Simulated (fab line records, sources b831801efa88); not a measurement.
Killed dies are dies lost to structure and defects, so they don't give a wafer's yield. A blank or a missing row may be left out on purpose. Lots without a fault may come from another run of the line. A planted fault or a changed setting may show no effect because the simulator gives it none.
fab line records | flow sfq_line | part 2 of 2: steps 29 to 38 of 38
record lots=5 wafers=15 last_day=82
route steps=325 shown M2@96 I2@103 M3@118 I3@133
lots that met no fault: from a run of the same line without faults
start_h: hours from the record's first day to the start of the lot's first wafer shown | wait_h: hours since the lot's step before | " the same as in the row above | L1.1+2: a row that stands for several wafers | - no value, or no start given | * or withheld: withheld | < > ~ a bound
route shown NAME@n: a module of which the file shows steps, and the number in the route of the first | usual: mean/standard deviation of fault-free wafers | same: alike in all rows | chamber/n: place in a boat | sites: the reading at each site | _std_site: their standard deviation | _edge_site: outer sites' mean less inner sites' | radius_mm: how far each site lies from the wafer's centre | mask NAME#n: copy n | behind: the tool/chamber that last shaped the wafer | hold: why the lot was held/for how many hours/how that ended | device: the transistor (n, p or np) that didn't switch | end of line: the same wafers' tests at the end of the route | a step without rows: its recipe alone | killed: dies lost to structure and defects at the first sort, not the wafer's yield | map: a wafer's dies, x killed, . not, _ none there
set.NAME: the setting as run; set.NAME@STEP: as run at that earlier step | model.NAME: the simulator's own value behind a step, which no gauge read
lots at some steps of the route; a table a step, a row a wafer
services: from which hour (start_h, from the record's first day; less than 0 if before it) a tool's chamber was out of use, for how many hours, and why
## steps
# step SFQ_TRILAYER_M3_LITHO_EXPOSE_076
# recipe mask_id=M3 na=0.6 source_shape=conventional sigma_outer=0.65 target_cd_nm=500 dose_mj=14.4
# same sigma_outer=0.65
# columns lot.wafer tool chamber start_h wait_h mask
L077.3+5+6 krf_scanner-02 0 1037.41 - M3#0
L079.3+5+6 krf_scanner-01 0 1048.08 - M3#0
L081.2+4+5 krf_scanner-01 0 1062.28 - M3#0
L086.1+3+4 krf_scanner-01 0 1081.28 - M3#0
L089.1+3+5 krf_scanner-01 0 1089.08 - M3#0
# step SFQ_TRILAYER_M3_LITHO_PEB_078
# recipe peb_temp_c=115 peb_time_s=60 resist=KrF
# columns lot.wafer tool chamber start_h wait_h
L077.3+5+6 litho_track-03 0 1038.26 0.7
L079.3+5+6 litho_track-03 0 1048.93 0.7
L081.2+4+5 litho_track-01 0 1063.31 0.8
L086.1+3+4 litho_track-01 0 1082.48 1.0
L089.1+3+5 litho_track-01 0 1090.28 1.0
# step SFQ_TRILAYER_M3_LITHO_DEVELOP_077
# recipe time_s=60 resist=KrF
# columns lot.wafer tool chamber start_h wait_h
L077.3+5+6 litho_track-03 0 1038.41 0.1
L079.3+5+6 litho_track-03 0 1049.08 0.1
L081.2+4+5 litho_track-01 0 1063.46 0.1
L086.1+3+4 litho_track-01 0 1082.63 0.1
L089.1+3+5 litho_track-01 0 1090.43 0.1
# step SFQ_M3_OVL_MEAS_921
# usual M3_OVL=-1/4.7
# columns lot.wafer tool chamber start_h wait_h M3_OVL[nm]
L077.3 overlay-01 - 1038.52 0.1 -1
L077.5 " - " " -1
L077.6 " - " " -6
L079.3 overlay-02 - 1049.20 0.1 -4
L079.5 " - " " -4
L079.6 " - " " -11
L081.2 overlay-01 - 1063.59 0.1 7
L081.4 " - " " 8
L081.5 " - " " 4
L086.1 overlay-01 - 1082.78 0.1 10
L086.3 " - " " 10
L086.4 " - " " 4
L089.1 overlay-01 - 1090.58 0.1 1
L089.3 " - " " -4
L089.5 " - " " -1
# step SFQ_TRILAYER_M3_BARC_OPEN_METAL_ETCH_100
# recipe mask_material=PR chemistry=O2 target_depth_nm=125 target=BARC icp_w=600 bias_w=82.74 pressure_mtorr=10 time_s=41.7
# usual drypump_motor_current_A=5.8/0.42 oes_product_au=0.685/0.0045
# columns lot.wafer tool chamber start_h wait_h drypump_motor_current_A oes_product_au rf_hours_counter_h
L077.3 rie_metal-02 1 1038.57 0.0 5.4 0.677 -
L077.5 " 0 " " 5.1 0.688 -
L077.6 " 1 " " 5.4 0.680 -
L079.3 rie_metal-02 0 1049.24 0.0 5.1 0.685 -
L079.5 " 1 " " 5.4 0.684 -
L079.6 " 0 " " 5.1 0.684 -
L081.2 rie_metal-03 1 1063.62 0.0 6.4 0.691 111
L081.4 " 0 " " 6.0 0.684 -
L081.5 " 1 " " 6.4 0.687 -
L086.1 rie_metal-03 1 1082.82 0.0 6.4 0.687 114
L086.3 " 0 " " 6.0 0.691 -
L086.4 " 1 " " 6.4 0.682 -
L089.1 rie_metal-03 0 1090.62 0.0 6.0 0.688 32
L089.3 " 0 " " 6.0 0.677 -
L089.5 " 0 " " 6.0 0.692 -
# step SFQ_TRILAYER_M3_ETCH_METAL_ETCH_078
# recipe target=Nb stop_on=SiO2 mask_material=PR chemistry=Cl2/Ar target_depth_nm=240 icp_w=600 bias_w=80 pressure_mtorr=10 time_s=120
# usual drypump_motor_current_A=5.8/0.41 oes_product_au=0.894/0.0079
# columns lot.wafer tool chamber start_h wait_h drypump_motor_current_A oes_product_au rf_hours_counter_h
L077.3 rie_metal-02 1 1038.65 0.1 5.3 0.892 -
L077.5 " 0 " " 5.1 0.892 -
L077.6 " 1 " " 5.4 0.880 -
L079.3 rie_metal-02 0 1049.32 0.1 5.1 0.895 -
L079.5 " 1 " " 5.4 0.895 -
L079.6 " 0 " " 5.1 0.907 -
L081.2 rie_metal-03 1 1063.68 0.0 6.4 0.898 111
L081.4 " 0 " " 6.0 0.896 -
L081.5 " 1 " " 6.4 0.897 -
L086.1 rie_metal-03 1 1082.88 0.0 6.4 0.907 114
L086.3 " 0 " " 6.0 0.892 -
L086.4 " 1 " " 6.4 0.882 -
L089.1 rie_metal-03 0 1090.68 0.0 6.0 0.907 32
L089.3 " 0 " " 6.0 0.892 -
L089.5 " 0 " " 6.0 0.890 -
# step SFQ_TRILAYER_M3_STRIP_STRIP_079
# recipe gas=O2 power_w=200 platen_temp_c=40 overash_fraction=0.65 chemistry=O2 pressure_mtorr=50
# usual drypump_motor_current_A=5.8/0.42 oes_product_au=1.001/0.0096
# columns lot.wafer tool chamber start_h wait_h drypump_motor_current_A oes_product_au rf_hours_counter_h
L077.3 rie_metal-02 1 1038.93 0.2 5.4 0.981 -
L077.5 " 0 " " 5.1 0.978 -
L077.6 " 1 " " 5.4 0.990 -
L079.3 rie_metal-02 0 1049.61 0.2 5.1 0.994 -
L079.5 " 1 " " 5.4 0.998 -
L079.6 " 0 " " 5.1 0.996 -
L081.2 rie_metal-03 1 1063.81 0.1 6.4 1.007 111
L081.4 " 0 " " 6.0 0.990 -
L081.5 " 1 " " 6.4 1.000 -
L086.1 rie_metal-03 1 1083.01 0.1 6.4 1.009 115
L086.3 " 0 " " 6.0 0.999 -
L086.4 " 1 " " 6.4 1.008 -
L089.1 rie_metal-03 0 1090.81 0.1 6.0 1.007 32
L089.3 " 0 " " 6.0 0.997 -
L089.5 " 0 " " 6.0 1.003 -
# step SFQ_TRILAYER_M3_STRIP_SOLV_CLEAN_080
# recipe chemistry=NMP temp_c=70 time_s=600
# usual bath_guard_temp_C=70.0/0.53
# columns lot.wafer tool chamber start_h wait_h bath_guard_temp_C
L077.3 wet_bench-03 0 1039.33 0.2 68.7
L077.5 " 3 " " 69.8
L077.6 " 2 " " 69.3
L079.3 wet_bench-01 0 1050.01 0.2 69.2
L079.5 " 7 " " 70.4
L079.6 " 1 " " 69.8
L081.2 wet_bench-03 5 1064.41 0.4 70.0
L081.4 " 7 " " 69.6
L081.5 " 3 " " 70.2
L086.1 wet_bench-04 1 1083.61 0.4 70.2
L086.3 " 5 " " 70.8
L086.4 " 4 " " 70.3
L089.1 wet_bench-04 0 1091.41 0.4 69.8
L089.3 " 2 " " 69.5
L089.5 " 5 " " 70.6
# step SFQ_TRILAYER_I3_DEP_PECVD_081
# recipe material=SiO2 temp_c=150 time_s=111.11 pressure_torr=2.4 rf_w=183.3 precursor=SiH4/N2O target_thk_nm=500
# usual heater_power_outer_w=31/6.4 heater_power_w=83/8.5 throttle_valve_pct=24.2/1.9
# columns lot.wafer tool chamber start_h wait_h heater_power_outer_w heater_power_w throttle_valve_pct
L077.3 pecvd-03 0 1039.51 0.0 28 79 23.3
L077.5 " 2 " " 28 90 25.7
L077.6 " 1 " " 35 82 27.4
L079.3 pecvd-04 0 1050.18 0.0 33 80 22.6
L079.5 " 2 " " 21 65 23.4
L079.6 " 0 " " 24 64 22.5
L081.2 pecvd-02 1 1064.58 0.0 35 92 21.4
L081.4 " 1 " " 37 95 21.2
L081.5 " 0 " " 34 88 23.8
L086.1 pecvd-04 0 1083.78 0.0 24 66 22.7
L086.3 " 2 " " 26 73 23.6
L086.4 " 2 " " 28 78 23.6
L089.1 pecvd-04 2 1091.58 0.0 30 79 23.6
L089.3 " 2 " " 31 80 23.6
L089.5 " 2 " " 20 67 23.6
# step SFQ_TRILAYER_I3_CMP_CMP_082
# recipe material=SiO2 down_force_psi=3 platen_rpm=60 pad_velocity_m_s=0.94248
# usual head_pressure_psi=3.000/0.0062 motor_current_A=9.9/0.94 retaining_ring_pressure_frac=1.000/0.0054 time_to_endpoint_s=216/7.9
# columns lot.wafer tool chamber start_h wait_h head_pressure_psi motor_current_A retaining_ring_pressure_frac time_to_endpoint_s
L077.3 cmp-02 3 1043.06 3.5 3.001 9.5 0.998 217
L077.5 " 3 1045.06 5.5 3.001 9.9 1.012 225
L077.6 " 0 " " 3.011 10.6 1.002 220
L079.3 cmp-01 2 1055.02 4.8 2.999 10.0 1.004 214
L079.5 " 2 1057.02 6.8 3.003 10.2 1.008 214
L079.6 " 3 " " 3.010 11.1 1.005 220
L081.2 cmp-02 3 1067.56 2.9 3.004 9.9 1.005 213
L081.4 " 1 1068.56 3.9 2.995 7.7 0.993 223
L081.5 " 2 " " 3.000 10.3 1.001 220
L086.3 cmp-01 1 1100.02 16.2 2.979 10.4 0.999 218
L086.1 " 2 " " 2.997 10.3 1.003 202
L086.4 " 3 " " 3.001 10.9 0.998 222
L089.1 cmp-01 0 1110.25 18.6 3.004 8.6 0.997 225
L089.3 " 1 " " 3.007 9.9 0.998 224
L089.5 " 2 " " 3.005 10.0 0.999 202
## services
# columns tool chamber start_h hours kind
krf_scanner-01 - 846.77 0.8 pm
krf_scanner-02 - 851.80 1.0 pm
krf_scanner-02 - 856.40 1.3 pm
rie_metal-04 1 858.16 13.8 repair
cmp-02 - 868.22 3.3 pm
rie_metal-01 - 869.98 1.7 repair
krf_scanner-01 - 872.12 1.0 pm
rie_diel-03 0 877.21 1.6 repair
krf_scanner-01 - 884.37 1.6 repair
cmp-02 - 889.27 1.3 repair
rie_metal-04 - 900.07 14.6 pm
krf_scanner-02 - 901.05 0.8 pm
krf_scanner-01 - 910.95 1.3 pm
rie_metal-03 1 912.92 39.9 repair
krf_scanner-01 - 920.65 0.8 pm
rie_diel-03 - 928.16 1.0 repair
rie_metal-03 1 954.52 15.7 repair
rie_metal-01 - 988.25 0.2 repair
rie_metal-02 - 1037.97 0.5 repair
rie_diel-03 2 1069.33 7.4 repair
cmp-02 - 1080.93 0.5 repair
rie_diel-03 3 1089.02 16.1 repair
rie_diel-03 0 1090.02 2.2 repair
cmp-02 - 1091.06 4.0 pm
